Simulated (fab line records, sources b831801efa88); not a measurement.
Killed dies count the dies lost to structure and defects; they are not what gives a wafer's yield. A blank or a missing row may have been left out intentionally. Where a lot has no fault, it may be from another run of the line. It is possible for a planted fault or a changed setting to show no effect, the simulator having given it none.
One fault seen from 2 desks | flow gf180mcu | every desk sees just its own numbers, and what lay behind them comes last

## METROLOGY DESK
What the gauges read, lot by lot, whatever tool the lot ran on: means of the sampled wafers that have a number. Marked OUT: a lot whose mean sits more than 4 standard deviations from the usual mean, which makes it out of limits; the brackets give that distance.
Columns: A = CONTACT_CVD_00_THK at GF_CONTACT_THK_MEAS_01, usual 301 nm
lot  | first seen here | A
L436 | day 15 02:28    | 303
L437 | day 15 15:45    | 302
L438 | day 16 03:08    | 301
L439 | day 16 11:22    | 302
L445 | day 18 10:04    | 305
L448 | day 19 12:28    | 296
L449 | day 19 20:10    | 302
L450 | day 20 13:40    | 300
L452 | day 21 01:26    | 302
L454 | day 21 18:47    | 307
L456 | day 22 11:11    | 303
L457 | day 22 14:54    | 297
L458 | day 23 03:04    | 304
Finding of this desk: none of the 13 lots has anything out of limits.

## AT THE TOOL OWNER'S DESK: litho_track-04
At GF_M1_SOFTBAKE_10 (time 60 s), the tool's own readings, given per lot that ran on this tool as the mean of the sampled wafers with a number. Marked OUT: a lot whose mean sits more than 4 standard deviations from the usual mean, which makes it out of limits; the brackets give that distance.
Columns: A = run_length_s at GF_M1_SOFTBAKE_10, usual 89.10 s
lot  | first seen here | A
L436 | day 16 14:06    | 89.10
L437 | day 17 04:00    | 89.16
L438 | day 17 14:48    | 89.28
L445 | day 20 00:54    | 89.11
L448 | day 21 03:12    | 94.19 (+39) OUT
L449 | day 21 10:57    | 99.10 (+77) OUT
L457 | day 24 03:15    | 89.17
This desk finds L448, L449 out of limits, L448 being first, at day 21 03:12 (run_length_s at GF_M1_SOFTBAKE_10). Within limits: L436, L437, L438, L445, L457.

## TAKEN TOGETHER
The tool owner's desk had the chance to raise an alarm at day 21 03:12 on L448, L449.
Metrology desk: nothing out of limits seen.
The metrology desk has L448, L449 on record, within its limits.
On litho_track-04, each named lot ran GF_M1_SOFTBAKE_10.

## WHAT WAS PUT IN BY THE SIMULATOR
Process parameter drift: litho_track-04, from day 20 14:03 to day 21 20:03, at GF_M1_SOFTBAKE_10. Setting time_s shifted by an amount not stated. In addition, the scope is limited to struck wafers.
Shown lots that were struck: L448, L449.
Hours from the fault's start to each desk's first reading out of limits: the tool owner's desk, 13.
